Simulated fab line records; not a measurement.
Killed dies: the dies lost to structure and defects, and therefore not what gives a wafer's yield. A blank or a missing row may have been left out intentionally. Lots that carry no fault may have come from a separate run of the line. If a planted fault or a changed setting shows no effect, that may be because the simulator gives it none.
Which tool was responsible? :: flow sky130 :: 36 wafers from 12 lots sampled at 6 of the route's 708 steps

## WHAT THE GAUGES READ, wafer by wafer
SKY_METAL4_OVL_MEAS_14.
lot: L075
measured: day 41 13:49
on: overlay-01
METAL4_OVL (nm): 2 2 -2

lot: L077
measured: day 42 09:05
on: overlay-01
METAL4_OVL (nm): -4 -4 1

lot: L080
measured: day 43 11:15
on: overlay-02
METAL4_OVL (nm): -3 -1 -2

lot: L081
measured: day 43 16:09
on: overlay-01
METAL4_OVL (nm): -2 -4 -8

lot: L083
measured: day 44 21:38
on: overlay-02
METAL4_OVL (nm): -6 -11 -5

lot: L084
measured: day 44 22:36
on: overlay-02
METAL4_OVL (nm): -11 -7 -8

lot: L087
measured: day 45 05:23
on: overlay-02
METAL4_OVL (nm): -1 -7 -7

lot: L089
measured: day 45 15:38
on: overlay-01
METAL4_OVL (nm): 0 0 3

lot: L091
measured: day 46 01:02
on: overlay-02
METAL4_OVL (nm): -3 4 1

lot: L093
measured: day 46 19:16
on: overlay-01
METAL4_OVL (nm): -4 0 -1

lot: L095
measured: day 47 06:23
on: overlay-02
METAL4_OVL (nm): -5 3 -9

lot: L097
measured: day 47 14:08
on: overlay-02
METAL4_OVL (nm): 6 2 3

## WHICH TOOL RAN EACH LOT (tool, then ch and the chambers of the sampled wafers, then the start)
lot: L075
SKY_METAL1_SPUTTER_04: pvd_sputter-03, day 31 07:25
SKY_METAL2_ETCH_18: rie_metal-02 ch 0,1, day 34 18:18
SKY_VIA2_CMP_02: cmp-02 ch 0,1, day 34 19:19
SKY_METAL3_SOFTBAKE_09: litho_track-04 ch 0, day 39 12:33 or earlier
SKY_VIA3_CMP_24: cmp-02 ch 0,1,2, day 39 12:33

lot: L077
SKY_METAL1_SPUTTER_04: pvd_sputter-03, day 32 05:55
SKY_METAL2_ETCH_18: rie_metal-04 ch 0,1, day 35 18:19
SKY_VIA2_CMP_02: cmp-01 ch 0,1,2, day 35 19:18
SKY_METAL3_SOFTBAKE_09: litho_track-02 ch 0, day 40 07:34 or earlier
SKY_VIA3_CMP_24: cmp-01 ch 0,2,3, day 40 07:34

lot: L080
SKY_METAL1_SPUTTER_04: pvd_sputter-03, day 33 11:53
SKY_METAL2_ETCH_18: rie_metal-04 ch 0,1, day 37 01:00
SKY_VIA2_CMP_02: cmp-01 ch 1,3, day 37 01:59
SKY_METAL3_SOFTBAKE_09: litho_track-04 ch 0, day 41 11:41 or earlier
SKY_VIA3_CMP_24: cmp-01 ch 0,1,2, day 41 11:41

lot: L081
SKY_METAL1_SPUTTER_04: pvd_sputter-04, day 33 18:12
SKY_METAL2_ETCH_18: rie_metal-03 ch 0,1, day 37 06:52
SKY_VIA2_CMP_02: cmp-02 ch 1,2, day 37 07:48
SKY_METAL3_SOFTBAKE_09: litho_track-04 ch 0, day 41 16:32 or earlier
SKY_VIA3_CMP_24: cmp-01 ch 1,2, day 41 16:32

lot: L083
SKY_METAL1_SPUTTER_04: pvd_sputter-03, day 35 00:56
SKY_METAL2_ETCH_18: rie_metal-03 ch 1, day 38 13:22
SKY_VIA2_CMP_02: cmp-01 ch 0,2,3, day 38 14:18
SKY_METAL3_SOFTBAKE_09: litho_track-04 ch 0, day 42 20:53 or earlier
SKY_VIA3_CMP_24: cmp-02 ch 1,2,3, day 42 20:53

lot: L084
SKY_METAL1_SPUTTER_04: pvd_sputter-01, day 35 04:59
SKY_METAL2_ETCH_18: rie_metal-02 ch 0, day 38 17:35
SKY_VIA2_CMP_02: cmp-02 ch 0,1,3, day 38 18:43
SKY_METAL3_SOFTBAKE_09: litho_track-01 ch 0, day 42 23:12 or earlier
SKY_VIA3_CMP_24: cmp-02 ch 0,1,2, day 42 23:12

lot: L087
SKY_METAL1_SPUTTER_04: pvd_sputter-04, day 35 18:32
SKY_METAL2_ETCH_18: rie_metal-02 ch 0,1, day 39 05:31
SKY_VIA2_CMP_02: cmp-02 ch 0,3, day 39 06:32
SKY_METAL3_SOFTBAKE_09: litho_track-02 ch 0, day 43 11:20 or earlier
SKY_VIA3_CMP_24: cmp-01 ch 0,1,3, day 43 11:20

lot: L089
SKY_METAL1_SPUTTER_04: pvd_sputter-03, day 36 04:09
SKY_METAL2_ETCH_18: rie_metal-02 ch 0,1, day 39 14:52
SKY_VIA2_CMP_02: cmp-02 ch 2,3, day 39 15:50
SKY_METAL3_SOFTBAKE_09: litho_track-02 ch 0, day 43 20:41 or earlier
SKY_VIA3_CMP_24: cmp-02 ch 0,1,3, day 43 20:41

lot: L091
SKY_METAL1_SPUTTER_04: pvd_sputter-01, day 36 15:53
SKY_METAL2_ETCH_18: rie_metal-02 ch 0,1, day 40 02:04
SKY_VIA2_CMP_02: cmp-02 ch 2,3, day 40 03:01
SKY_METAL3_SOFTBAKE_09: litho_track-02 ch 0, day 44 05:13 or earlier
SKY_VIA3_CMP_24: cmp-01 ch 2,3, day 44 05:13

lot: L093
SKY_METAL1_SPUTTER_04: pvd_sputter-03, day 37 14:32
SKY_METAL2_ETCH_18: rie_metal-03 ch 0,1, day 40 19:58
SKY_VIA2_CMP_02: cmp-01 ch 0,1, day 40 20:57
SKY_METAL3_SOFTBAKE_09: litho_track-04 ch 0, day 45 00:44 or earlier
SKY_VIA3_CMP_24: cmp-02 ch 1,2, day 45 00:44

lot: L095
SKY_METAL1_SPUTTER_04: pvd_sputter-01, day 38 08:07
SKY_METAL2_ETCH_18: rie_metal-02 ch 0,1, day 41 11:48
SKY_VIA2_CMP_02: cmp-02 ch 0,3, day 41 14:26
SKY_METAL3_SOFTBAKE_09: litho_track-02 ch 0, day 45 13:29 or earlier
SKY_VIA3_CMP_24: cmp-01 ch 0,1, day 45 13:29

lot: L097
SKY_METAL1_SPUTTER_04: pvd_sputter-01, day 38 15:46
SKY_METAL2_ETCH_18: rie_metal-03 ch 0,1, day 41 20:31
SKY_VIA2_CMP_02: cmp-02 ch 0,1,3, day 41 21:34
SKY_METAL3_SOFTBAKE_09: litho_track-01 ch 0, day 45 20:55 or earlier
SKY_VIA3_CMP_24: cmp-02 ch 0,1,2, day 45 20:55
- SKY_METAL1_SPUTTER_04: material TiN, target thk 70 nm, time 58.3 s.
- SKY_METAL2_ETCH_18: etches BARC in N2/H2, stops on SiO2, time 45.9 s, target depth 60 nm.
- SKY_VIA2_CMP_02: polishes SiO2.
- SKY_METAL3_SOFTBAKE_09: time 92.54 s.
- SKY_VIA3_CMP_24: polishes, stops on SiO2, t overpolish 20 s, target thk 0 nm.

## THE ANSWER, worked out from the rows above alone
Rule: the lots themselves supply what counts as usual. Put in order of their means at a reading, lots are off if they are a third of the lots or fewer, leave a main group of 4 or more, and stand apart from it by a gap of 3 or more times the standard deviation of the main group's means; of several such gaps the widest counts. The tables above print the reading to a certain number of digits; a main group whose means all agree to those digits is not used. A lot without any number at a reading at which 4 lots or more have one is off too. Where the step has rows for the other lots, those lots are counted as sound.
Nothing can be told from this: no lot is off at any reading shown.

## WHAT HAD BEEN PUT IN BY THE SIMULATOR
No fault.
